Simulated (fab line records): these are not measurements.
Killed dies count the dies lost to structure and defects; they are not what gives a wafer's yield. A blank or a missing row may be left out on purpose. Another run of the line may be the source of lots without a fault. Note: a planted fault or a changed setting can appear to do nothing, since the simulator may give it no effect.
Struck lot and sound lot, side by side    flow sfq_line    3 steps out of a route of 325
Sound: wafers L960.1, L960.2, L960.6. The struck wafers were L974.1, L974.2, L974.6. Last of all comes the cause.
Order at every step that has rows: each side's tool, ch and its chambers, its first start. Under that, the readings that differ: sound wafers    struck wafers    difference of the means    sigmas: that difference in standard deviations of wafers without a fault.
alike: readings with means less than 2 such deviations apart, plus words and numbers identical on both sides. not compared: withheld readings, readings lacking a value on some wafer, bounds such as >300 that could conceal the same value, and numbers that have no deviation in the record and whose values overlap.
A row with sigmas, a row that says differs or no value, or rows on one side alone: a step with any of these is where the two part. Non-overlapping numbers with no deviation appear without sigmas and do not part them. Lack of a reading on every wafer of one side parts them only where that side has two or more wafers.

SFQ_INCOMING_BOW_MEAS_900:
  sound on film_metro-01 at day 1 15:00; struck on film_metro-01 at day 4 13:00
  alike: INCOMING_BOW
SFQ_TRILAYER_INCOMING_OXIDATION_002: target thk 500 nm, ox time 4939 s.
  sound on furnace-02 ch 0, day 1 15:07; struck on furnace-02 ch 0, day 4 13:07
reading                                                    sound                 struck                difference  sigmas
spike_tc_bottom_C (C)                                      1023 1021 1022        1048 1047 1047        +25         +7
spike_tc_centre_C (C)                                      999.2 999.1 1000.5    1025.0 1025.4 1026.0  +25.9       +28
spike_tc_lower_C (C)                                       1002.3 999.2 999.7    1024.2 1024.6 1023.9  +23.8       +22
spike_tc_top_C (C)                                         1009.3 1010.6 1008.5  1034.5 1033.9 1031.4  +23.8       +18
spike_tc_upper_C (C)                                       999.9 1001.1 999.7    1025.9 1025.9 1025.7  +25.6       +27
tube_center_temp_C (C)                                     1000 999.95 999.96    1024.9 1025 1025.3    +25.1       +99 or more
tube_center_temp_C_max                                     1002.9 1002.9 1002.8  1026.9 1027.7 1027.0  +24.3       +57
zone_power_bottom_pct (%)                                  33.8 33.9 33.9        36.3 35.5 36.0        +2.1        +5
model.SiO2_of_TRILAYER_INCOMING_OXIDATION_002.thk_nm (nm)  503.7 502 510.5       567.1 568 566.4       +61.8       
SFQ_TRILAYER_L0_DEP_SPUTTER_003: material MoNx KI, target thk 40 nm, time 100 s.
  sound on pvd_sputter-04 at day 1 17:29; struck on pvd_sputter-05 at day 4 15:29
  alike: throttle_valve_pct

== WHERE THEY PART ==
At SFQ_TRILAYER_INCOMING_OXIDATION_002 and nowhere else, as far as this record goes. Later steps at which nothing parts them and some readings are alike: SFQ_TRILAYER_L0_DEP_SPUTTER_003.

WHY: whatever the simulator had introduced
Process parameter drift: furnace-02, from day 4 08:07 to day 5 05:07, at SFQ_TRILAYER_INCOMING_OXIDATION_002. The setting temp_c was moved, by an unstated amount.
